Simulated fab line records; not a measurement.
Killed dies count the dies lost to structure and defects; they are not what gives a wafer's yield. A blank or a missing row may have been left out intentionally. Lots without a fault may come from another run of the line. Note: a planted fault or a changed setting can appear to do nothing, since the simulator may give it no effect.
What tool caused it? | flow sky130 | Sampling: 13 lots, 39 wafers, 4 of 708 route steps

## WHAT THE GAUGES READ, wafer by wafer
SKY_SD_N_CD_MEAS_07: the cd target is 380 nm. Usual: cd-nm at 380.7 nm, with a standard deviation of 2.1.
lot  | measured     | on        | cd-nm (nm)        | flag
L502 | day 27 20:14 | cd-sem-01 | 380.2 378.2 379.6 |
L504 | day 28 18:06 | cd-sem-02 | 384.2 380.7 381.4 |
L506 | day 29 14:42 | cd-sem-01 | 379.6 378.9 379.2 |
L507 | day 30 00:37 | cd-sem-02 | 379.4 380.3 377.7 |
L508 | day 30 06:09 | cd-sem-01 | 379.2 382.5 380.9 |
L509 | day 30 14:36 | cd-sem-02 | 381.3 379.6 380.5 |
L511 | day 31 03:30 | cd-sem-02 | 380.9 380.8 382.3 |
L514 | day 32 05:42 | cd-sem-01 | 378.5 376.1 378.4 |
L515 | day 32 10:43 | cd-sem-01 | 379.4 376.8 376.7 |
L516 | day 32 18:30 | cd-sem-02 | 379.6 381.9 379.1 |
L522 | day 34 14:26 | cd-sem-01 | 383.1 378.3 382.5 |
L523 | day 34 20:48 | cd-sem-02 | 376.8 379.3 378.5 |
L524 | day 35 08:47 | cd-sem-01 | 380.3 382.3 381.2 |

SKY_SD_N_RS_MEAS_16: a four-point-probe measurement. Usual: SD_N_RS gives 68.22 ohm/sq (standard deviation 0.1).
lot  | measured     | on            | SD_N_RS (ohm/sq)  | flag
L502 | day 27 21:05 | film-metro-04 | 68.22 68.19 68.25 |
L504 | day 28 18:59 | film-metro-02 | 68.18 68.14 68.25 |
L506 | day 29 15:32 | film-metro-04 | 68.25 68.35 68.25 |
L507 | day 30 01:28 | film-metro-01 | 68.17 68.08 68.09 |
L508 | day 30 06:59 | film-metro-02 | 68.12 68.11 68.12 |
L509 | day 30 15:27 | film-metro-01 | 68.35 68.27 68.41 |
L511 | day 31 04:20 | film-metro-02 | 68.27 68.09 68.16 |
L514 | day 32 06:32 | film-metro-02 | 67.99 68.07 68.05 |
L515 | day 32 11:35 | film-metro-04 | 68.39 68.31 68.42 |
L516 | day 32 19:21 | film-metro-01 | 68.10 68.18 68.33 |
L522 | day 34 15:17 | film-metro-01 | 68.29 68.38 68.25 |
L523 | day 34 21:39 | film-metro-04 | 68.35 68.25 68.19 |
L524 | day 35 09:38 | film-metro-01 | 68.18 68.14 68.24 |

## WHICH TOOL RAN EACH LOT (tool, then ch and the chambers of the sampled wafers, then the start)
lot  | SKY_SD_P_STRIP_10                    | SKY_SD_N_RTA_14
L502 | plasma-asher-04 ch 0,1, day 25 09:34 | rtp-anneal-01 ch 0, day 27 20:55
L504 | plasma-asher-04 ch 0,1, day 26 08:53 | rtp-anneal-01 ch 0, day 28 18:49
L506 | plasma-asher-04 ch 1, day 27 05:59   | rtp-anneal-01 ch 0, day 29 15:22
L507 | plasma-asher-04 ch 0,1, day 27 16:13 | rtp-anneal-02 ch 0, day 30 01:16
L508 | plasma-asher-04 ch 0,1, day 27 22:01 | rtp-anneal-01 ch 0, day 30 06:49
L509 | plasma-asher-02 ch 0, day 28 06:46   | rtp-anneal-02 ch 0, day 30 15:17
L511 | plasma-asher-04 ch 0,1, day 28 20:14 | rtp-anneal-02 ch 0, day 31 04:10
L514 | plasma-asher-02 ch 0,1, day 30 00:13 | rtp-anneal-01 ch 0, day 32 06:22
L515 | plasma-asher-02 ch 0,1, day 30 04:55 | rtp-anneal-02 ch 0, day 32 11:23
L516 | plasma-asher-04 ch 0,1, day 30 16:13 | rtp-anneal-01 ch 0, day 32 19:10
L522 | plasma-asher-02 ch 0,1, day 32 09:55 | rtp-anneal-02 ch 0, day 34 15:07
L523 | plasma-asher-04 ch 0,1, day 32 16:25 | rtp-anneal-02 ch 0, day 34 21:28
L524 | plasma-asher-01 ch 0, day 33 05:10   | rtp-anneal-01 ch 0, day 35 09:28
- SKY_SD_P_STRIP_10: strips in O2/N2.
- SKY_SD_N_RTA_14: time 2 s.

## WHAT THE TOOLS THEMSELVES READ (means of the sampled wafers that have a number; where no wafer has one, the mark that the record gives instead)
SKY_SD_P_STRIP_10. Usual: drypump-motor-current-A 5.6 A, standard deviation 0.44; oes-product-au 0.617 a.u., standard deviation 0.0046; strip-time-to-endpoint-s 17.48 s, standard deviation 0.043.
lot  | tool            | drypump-motor-current-A (A) | oes-product-au (a.u.) | strip-time-to-endpoint-s (s) | flag
L502 | plasma-asher-04 | 5.8                         | 0.618                 | 17.46                        |
L504 | plasma-asher-04 | 5.9                         | 0.611                 | 17.50                        |
L506 | plasma-asher-04 | 5.6                         | 0.612                 | 17.45                        |
L507 | plasma-asher-04 | 5.8                         | 0.618                 | 17.47                        |
L508 | plasma-asher-04 | 5.6                         | 0.620                 | 17.44                        |
L509 | plasma-asher-02 | 5.5                         | 0.617                 | 17.48                        |
L511 | plasma-asher-04 | 5.8                         | 0.624                 | 17.48                        |
L514 | plasma-asher-02 | 5.1                         | 0.622                 | 17.44                        |
L515 | plasma-asher-02 | 5.3                         | 0.622                 | 17.47                        |
L516 | plasma-asher-04 | 5.7                         | 0.619                 | 17.44                        |
L522 | plasma-asher-02 | 5.3                         | 0.615                 | 17.47                        |
L523 | plasma-asher-04 | 5.8                         | 0.615                 | 17.47                        |
L524 | plasma-asher-01 | 6.4                         | 0.620                 | 17.53                        |

SKY_SD_N_RTA_14. Usual: lamp-power-pct 15.74 %, standard deviation 0.053; ramp-down-c-per-s 90.001, standard deviation 0.017; wafer_temp_C_max 1078.0, standard deviation 1.4.
lot  | tool          | lamp-power-pct (%) | ramp-down-c-per-s | wafer_temp_C_max | flag
L502 | rtp-anneal-01 | 15.73              | 90.004            | 1076.8           |
L504 | rtp-anneal-01 | 15.71              | 90.000            | 1077.1           |
L506 | rtp-anneal-01 | 15.77              | 89.996            | 1077.6           |
L507 | rtp-anneal-02 | 15.75              | 89.982            | 1078.2           |
L508 | rtp-anneal-01 | 15.69              | 90.010            | 1077.2           |
L509 | rtp-anneal-02 | 15.69              | 90.002            | 1078.0           |
L511 | rtp-anneal-02 | 15.73              | 89.993            | 1077.1           |
L514 | rtp-anneal-01 | 15.76              | 36.005            | 1078.8           | OFF
L515 | rtp-anneal-02 | 15.70              | 90.014            | 1078.7           |
L516 | rtp-anneal-01 | 15.77              | 35.994            | 1077.3           | OFF
L522 | rtp-anneal-02 | 15.72              | 89.996            | 1077.6           |
L523 | rtp-anneal-02 | 15.74              | 89.994            | 1078.6           |
L524 | rtp-anneal-01 | 15.77              | 89.991            | 1077.5           |

## THE ANSWER, worked out from the rows above alone
Rule: a lot is off if the mean of its wafers that have a number lies more than 3 standard deviations from the usual mean. A lot without any number at a reading at which 4 lots or more have one is off too. Where the step has rows for the other lots, those lots are counted as sound. The gauges are gone through in route order, then the tools' own readings, and for those a lot's mean is taken as printed above. The first step at which some lot is off is used, and at that step the reading that is off furthest; a lot without a number counts as furthest.
Off: L514, L516, at SKY_SD_N_RTA_14 (ramp-down-c-per-s).
A tool fits if, at that step or a process step before it, it ran every lot that is off, and no sound lot after the first of them. Not one of the candidates tried fits.

## WHAT HAD BEEN PUT IN BY THE SIMULATOR
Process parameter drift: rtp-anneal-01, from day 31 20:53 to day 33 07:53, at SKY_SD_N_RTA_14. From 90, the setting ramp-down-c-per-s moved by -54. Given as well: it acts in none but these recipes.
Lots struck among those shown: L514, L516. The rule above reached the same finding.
